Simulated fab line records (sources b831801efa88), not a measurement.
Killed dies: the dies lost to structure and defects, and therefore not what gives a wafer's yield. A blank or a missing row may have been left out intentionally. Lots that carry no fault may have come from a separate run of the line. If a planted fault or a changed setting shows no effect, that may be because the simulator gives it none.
Chamber matching    flow gf180mcu    GF_STI_ETCH_14 on rie-si-02: 4 sister chambers
The step etches Si in HBr/Cl2/O2, target depth 360 nm, time 102.9 s. 4 wafers are shown with their chamber, then 7 later ones without.

EACH WAFER AND ITS CHAMBER
wafer   chamber  drypump-motor-current-A (A)
L938.2  0        5.7
L938.3  3        6.3
L940.1  2        5.5
L940.3  1        5.5

WAFERS WHOSE CHAMBER IS MISSING
wafer   drypump-motor-current-A (A)
L940.5  5.7
L952.1  5.7
L952.2  5.5
L952.6  6.2
L954.3  5.5
L954.5  5.5
L954.6  5.7

EACH ONE'S CHAMBER
wafer   from the rows above      in truth
L940.5  0                        0
L952.1  0                        0
L952.2  can't be placed: 1 or 2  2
L952.6  3                        3
L954.3  can't be placed: 1 or 2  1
L954.5  can't be placed: 1 or 2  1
L954.6  0                        0
Correct placement for 4 of the 7. These rows do not allow placing 3 (true chamber among the candidates in 3). Wrongly placed: 0.
How it was worked out, from the rows above alone: a wafer's distance from a chamber is the root of the sum, over the readings, of the square of ((its reading less the chamber's mean) divided by the reading's scatter). The wafer belongs to the nearest chamber; if the next one is less than 2 further off, it can't be placed. The mean given for a chamber averages the wafers shown for that chamber. The scatter (one wafer shown for each chamber): square how far every hidden wafer sits from the nearest shown wafer, average those squares and take the square root.
